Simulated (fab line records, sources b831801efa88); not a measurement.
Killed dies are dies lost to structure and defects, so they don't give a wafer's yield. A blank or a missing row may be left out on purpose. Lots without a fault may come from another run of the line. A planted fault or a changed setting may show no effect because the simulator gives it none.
Which tool did it? | flow sky130 | 6 lots, 18 wafers sampled, at 1 step of a route of 708

WHAT THE GAUGES READ, wafer by wafer
SKY_FIELD_ISO_BOW_MEAS_00.
lot  | measured    | on            | INCOMING_BOW (um)
L744 | day 1 15:00 | film_metro-02 | 0 8 8
L755 | day 3 22:00 | film_metro-01 | -3 -2 2
L757 | day 4 08:00 | film_metro-01 | 3 -13 -8
L760 | day 4 23:00 | film_metro-02 | -8 -7 -12
L762 | day 5 09:04 | film_metro-01 | 1 7 4
L764 | day 5 19:01 | film_metro-04 | 0 2 1

WHICH TOOL RAN EACH LOT (tool, then ch and the chambers of the sampled wafers, then the start)
The record holds no process step before these readings.

THE ANSWER, worked out from the rows above alone
Rule: what is usual is taken from the lots themselves. Put in order of their means at a reading, lots are off if they are a third of the lots or fewer, leave a main group of 4 or more, and stand apart from it by a gap of 3 or more times the standard deviation of the main group's means; of several such gaps the widest counts. A main group whose means are all the same, to the digits that the tables above print for the reading, isn't used. A lot without any number at a reading at which 4 lots or more have one is off too. The other lots that the step has rows for count as sound.
No lot is off at any reading shown: from this, nothing can be told.

WHAT THE SIMULATOR HAD PUT IN
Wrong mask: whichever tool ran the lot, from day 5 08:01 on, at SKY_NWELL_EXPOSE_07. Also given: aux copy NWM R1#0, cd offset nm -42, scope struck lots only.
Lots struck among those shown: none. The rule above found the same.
